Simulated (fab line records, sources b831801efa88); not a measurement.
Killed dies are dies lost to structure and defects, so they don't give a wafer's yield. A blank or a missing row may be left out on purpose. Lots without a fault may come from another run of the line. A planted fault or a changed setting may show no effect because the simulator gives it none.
Which tool did it? | flow gf180mcu | 24 lots, 72 wafers sampled, at 4 steps of a route of 602

WHAT THE GAUGES READ, wafer by wafer
GF_M3_OVL_MEAS_15. Usual: M3_OVL 5 nm, standard deviation 5.9.
lot  | measured     | on         | M3_OVL (nm) | flag
L074 | day 21 08:48 | overlay-01 | 7 7 9       |
L075 | day 21 19:15 | overlay-01 | 10 5 10     |
L076 | day 22 04:17 | overlay-02 | 3 5 2       |
L078 | day 22 19:41 | overlay-01 | 7 5 0       |
L077 | day 22 21:14 | overlay-01 | 2 6 2       |
L079 | day 22 22:17 | overlay-01 | 9 14 1      |
L080 | day 23 14:09 | overlay-02 | 9 -3 6      |
L081 | day 23 20:35 | overlay-01 | 10 -1 6     |
L082 | day 24 08:54 | overlay-01 | -4 -1 1     |
L083 | day 24 15:43 | overlay-02 | -6 -3 5     |
L084 | day 24 21:17 | overlay-02 | 8 4 8       |
L085 | day 25 11:28 | overlay-02 | 11 5 1      |
L086 | day 25 17:34 | overlay-02 | 11 -1 13    |
L087 | day 26 07:59 | overlay-02 | 10 4 7      |
L088 | day 26 10:44 | overlay-02 | 8 3 11      |
L089 | day 26 14:53 | overlay-01 | 3 -2 3      |
L090 | day 26 21:14 | overlay-02 | -7 2 -3     |
L091 | day 27 02:57 | overlay-02 | 2 -6 10     |
L092 | day 27 09:58 | overlay-01 | 17 15 21    |
L093 | day 27 15:36 | overlay-02 | 10 7 1      |
L094 | day 28 00:36 | overlay-02 | 4 2 2       |
L095 | day 28 09:32 | overlay-02 | 9 12 10     |
L096 | day 28 16:11 | overlay-02 | 5 10 0      |
L097 | day 28 23:58 | overlay-01 | 0 13 -1     |

WHICH TOOL RAN EACH LOT (tool, then ch and the chambers of the sampled wafers, then the start)
lot  | GF_CONTACT_SPUTTER_23        | GF_V1_STRIP_18                       | GF_V2_CMP_26
L074 | pvd_sputter-04, day 16 02:56 | plasma_asher-02 ch 0,1, day 18 03:52 | cmp-02 ch 0,2,3, day 20 08:10
L075 | pvd_sputter-04, day 16 13:05 | plasma_asher-03 ch 0,1, day 18 14:49 | cmp-01 ch 2,3, day 20 19:25
L076 | pvd_sputter-03, day 16 21:26 | plasma_asher-04 ch 0,1, day 18 23:08 | cmp-01 ch 0,1,2, day 21 04:10
L078 | pvd_sputter-01, day 17 12:32 | plasma_asher-03 ch 1, day 19 15:17   | cmp-01 ch 0,2,3, day 21 19:40
L077 | pvd_sputter-04, day 17 15:50 | plasma_asher-02 ch 0,1, day 19 17:56 | cmp-01 ch 1,2, day 21 21:58
L079 | pvd_sputter-03, day 17 17:35 | plasma_asher-04 ch 0,1, day 19 20:19 | cmp-01 ch 0,3, day 21 22:58
L080 | pvd_sputter-01, day 18 07:52 | plasma_asher-04 ch 0,1, day 20 10:58 | cmp-01 ch 1,2,3, day 22 14:55
L081 | pvd_sputter-01, day 18 14:59 | plasma_asher-02 ch 0,1, day 20 18:13 | cmp-01 ch 1,2,3, day 22 21:22
L082 | pvd_sputter-03, day 19 04:13 | plasma_asher-03 ch 0,1, day 21 07:11 | cmp-02 ch 0,1,2, day 23 09:47
L083 | pvd_sputter-04, day 19 11:10 | plasma_asher-03 ch 0,1, day 21 14:15 | cmp-02 ch 0,1,2, day 23 16:55
L084 | pvd_sputter-04, day 19 18:41 | plasma_asher-04 ch 0,1, day 21 21:28 | cmp-02 ch 0,3, day 23 22:59
L085 | pvd_sputter-03, day 20 09:50 | plasma_asher-02 ch 0,1, day 22 12:00 | cmp-02 ch 1,2, day 24 12:56
L086 | pvd_sputter-03, day 20 16:24 | plasma_asher-02 ch 0,1, day 22 18:43 | cmp-01 ch 0,1,2, day 24 20:04
L087 | pvd_sputter-04, day 21 10:03 | plasma_asher-04 ch 0,1, day 23 10:52 | cmp-01 ch 0,2, day 25 10:27
L088 | pvd_sputter-01, day 21 10:53 | plasma_asher-03 ch 0,1, day 23 11:37 | cmp-02 ch 0,1,3, day 25 12:36
L089 | pvd_sputter-04, day 21 17:32 | plasma_asher-02 ch 0,1, day 23 18:34 | cmp-02 ch 0,1,3, day 25 17:37
L090 | pvd_sputter-04, day 22 00:02 | plasma_asher-03 ch 0,1, day 24 00:48 | cmp-02 ch 0,1,3, day 25 23:22
L091 | pvd_sputter-03, day 22 09:28 | plasma_asher-02 ch 0,1, day 24 08:07 | cmp-02 ch 0,1,2, day 26 06:05
L092 | pvd_sputter-04, day 22 14:41 | plasma_asher-04 ch 0, day 24 14:37   | cmp-02 ch 0,1,2, day 26 12:58
L093 | pvd_sputter-04, day 22 21:43 | plasma_asher-04 ch 0,1, day 24 20:16 | cmp-01 ch 0,2,3, day 26 18:41
L094 | pvd_sputter-01, day 23 09:17 | plasma_asher-04 ch 0,1, day 25 06:43 | cmp-01 ch 0,3, day 27 03:23
L095 | pvd_sputter-01, day 23 17:07 | plasma_asher-03 ch 0,1, day 25 15:19 | cmp-02 ch 0,1,2, day 27 13:05
L096 | pvd_sputter-01, day 24 02:08 | plasma_asher-04 ch 0,1, day 25 23:50 | cmp-02 ch 1,2,3, day 27 20:17
L097 | pvd_sputter-01, day 24 11:08 | plasma_asher-04 ch 0,1, day 26 08:14 | cmp-02 ch 0,1,2, day 28 05:14
- GF_CONTACT_SPUTTER_23: material TiN, target thk 10 nm, time 40 s.
- GF_V1_STRIP_18: strips in O2/N2.
- GF_V2_CMP_26: polishes, stops on SiO2, t overpolish 15 s, target thk 0 nm.

WHAT THE TOOLS THEMSELVES READ (means of the sampled wafers that have a number; where no wafer has one, the mark that the record gives instead)
GF_CONTACT_SPUTTER_23. Usual: throttle_valve_pct 30.5 %, standard deviation 0.95.
lot  | tool           | throttle_valve_pct (%) | flag
L074 | pvd_sputter-04 | 29.3                   |
L075 | pvd_sputter-04 | 30.7                   |
L076 | pvd_sputter-03 | 30.5                   |
L078 | pvd_sputter-01 | 31.0                   |
L077 | pvd_sputter-04 | 30.2                   |
L079 | pvd_sputter-03 | 30.4                   |
L080 | pvd_sputter-01 | 31.2                   |
L081 | pvd_sputter-01 | 30.7                   |
L082 | pvd_sputter-03 | 29.8                   |
L083 | pvd_sputter-04 | 29.6                   |
L084 | pvd_sputter-04 | 30.2                   |
L085 | pvd_sputter-03 | 29.9                   |
L086 | pvd_sputter-03 | 31.2                   |
L087 | pvd_sputter-04 | 29.4                   |
L088 | pvd_sputter-01 | 30.3                   |
L089 | pvd_sputter-04 | 30.6                   |
L090 | pvd_sputter-04 | 31.1                   |
L091 | pvd_sputter-03 | 30.4                   |
L092 | pvd_sputter-04 | 29.7                   |
L093 | pvd_sputter-04 | 30.7                   |
L094 | pvd_sputter-01 | 31.1                   |
L095 | pvd_sputter-01 | 30.5                   |
L096 | pvd_sputter-01 | 31.3                   |
L097 | pvd_sputter-01 | 30.7                   |

GF_V1_STRIP_18. Usual: drypump_motor_current_A 5.5 A, standard deviation 0.44; heater_power_w 320 W, standard deviation 12; n2_flow_sccm 300.1 sccm, standard deviation 0.86; oes_product_au 0.593 a.u., standard deviation 0.0052.
lot  | tool            | drypump_motor_current_A (A) | heater_power_w (W) | n2_flow_sccm (sccm) | oes_product_au (a.u.) | flag
L074 | plasma_asher-02 | 5.8                         | 320                | 300.0               | 0.595                 |
L075 | plasma_asher-03 | 5.6                         | 338                | 300.3               | 0.593                 |
L076 | plasma_asher-04 | 5.0                         | 311                | 301.2               | 0.590                 |
L078 | plasma_asher-03 | 5.5                         | 344                | 298.7               | 0.591                 |
L077 | plasma_asher-02 | 5.6                         | 316                | 300.1               | 0.595                 |
L079 | plasma_asher-04 | 5.0                         | 313                | 299.0               | 0.594                 |
L080 | plasma_asher-04 | 5.3                         | 318                | 300.0               | 0.597                 |
L081 | plasma_asher-02 | 5.6                         | 317                | 300.9               | 0.594                 |
L082 | plasma_asher-03 | 5.7                         | 330                | 299.8               | 0.595                 |
L083 | plasma_asher-03 | 5.7                         | 344                | 299.7               | 0.593                 |
L084 | plasma_asher-04 | 5.3                         | 315                | 299.9               | 0.593                 |
L085 | plasma_asher-02 | 5.8                         | 316                | 299.7               | 0.587                 |
L086 | plasma_asher-02 | 5.6                         | 318                | 300.7               | 0.596                 |
L087 | plasma_asher-04 | 5.0                         | 310                | 299.6               | 0.591                 |
L088 | plasma_asher-03 | 5.9                         | 324                | 300.5               | 0.595                 |
L089 | plasma_asher-02 | 5.6                         | 323                | 299.9               | 0.596                 |
L090 | plasma_asher-03 | 5.7                         | 333                | 300.3               | 0.595                 |
L091 | plasma_asher-02 | 5.6                         | 319                | 300.7               | 0.589                 |
L092 | plasma_asher-04 | 5.6                         | 319                | 299.9               | 0.591                 |
L093 | plasma_asher-04 | 5.1                         | 310                | 300.0               | 0.594                 |
L094 | plasma_asher-04 | 5.3                         | 312                | 300.3               | 0.594                 |
L095 | plasma_asher-03 | 5.7                         | 333                | 300.1               | 0.595                 |
L096 | plasma_asher-04 | 5.3                         | 320                | 300.3               | 0.592                 |
L097 | plasma_asher-04 | 5.3                         | 317                | 300.7               | 0.590                 |

GF_V2_CMP_26. Usual: motor_current_A 11.2 A, standard deviation 1.2; overpolish_run_s 15.000 s, standard deviation 0.0088; slurry_flow_ml_min 149.9, standard deviation 0.45; time_to_endpoint_s 84 s, standard deviation 3.1.
lot  | tool   | motor_current_A (A) | overpolish_run_s (s) | slurry_flow_ml_min | time_to_endpoint_s (s) | flag
L074 | cmp-02 | 12.0                | 14.998               | 150.4              | 88                     |
L075 | cmp-01 | 10.0                | 15.000               | 149.6              | 86                     |
L076 | cmp-01 | 11.7                | 14.997               | 149.6              | 84                     |
L078 | cmp-01 | 11.2                | 15.002               | 149.8              | 87                     |
L077 | cmp-01 | 11.0                | 15.003               | 149.5              | 88                     |
L079 | cmp-01 | 11.4                | 14.997               | 150.2              | 83                     |
L080 | cmp-01 | 10.9                | 14.999               | 149.9              | 86                     |
L081 | cmp-01 | 11.1                | 14.993               | 150.2              | 86                     |
L082 | cmp-02 | 10.8                | 15.004               | 150.0              | 83                     |
L083 | cmp-02 | 10.9                | 15.000               | 150.1              | 82                     |
L084 | cmp-02 | 11.3                | 15.001               | 149.9              | 79                     |
L085 | cmp-02 | 10.2                | 14.992               | 150.2              | 86                     |
L086 | cmp-01 | 11.9                | 15.004               | 149.6              | 83                     |
L087 | cmp-01 | 11.9                | 15.003               | 150.0              | 84                     |
L088 | cmp-02 | 10.6                | 15.004               | 149.6              | 85                     |
L089 | cmp-02 | 11.0                | 15.002               | 150.0              | 78                     |
L090 | cmp-02 | 10.4                | 14.999               | 149.9              | 83                     |
L091 | cmp-02 | 10.7                | 14.995               | 150.1              | 83                     |
L092 | cmp-02 | 10.5                | 14.995               | 150.0              | 84                     |
L093 | cmp-01 | 11.4                | 15.004               | 150.1              | 81                     |
L094 | cmp-01 | 11.3                | 14.998               | 149.7              | 84                     |
L095 | cmp-02 | 10.6                | 15.009               | 149.9              | 82                     |
L096 | cmp-02 | 11.4                | 14.999               | 149.5              | 86                     |
L097 | cmp-02 | 10.7                | 15.006               | 149.6              | 85                     |

THE ANSWER, worked out from the rows above alone
Rule: a lot is off if the mean of its wafers that have a number lies more than 3 standard deviations from the usual mean. A lot without any number at a reading at which 4 lots or more have one is off too. The other lots that the step has rows for count as sound. The gauges are gone through in route order, then the tools' own readings, and for those a lot's mean is taken as printed above. The first step at which some lot is off is used, and at that step the reading that is off furthest; a lot without a number counts as furthest.
No lot is off at any reading shown: from this, nothing can be told.

WHAT THE SIMULATOR HAD PUT IN
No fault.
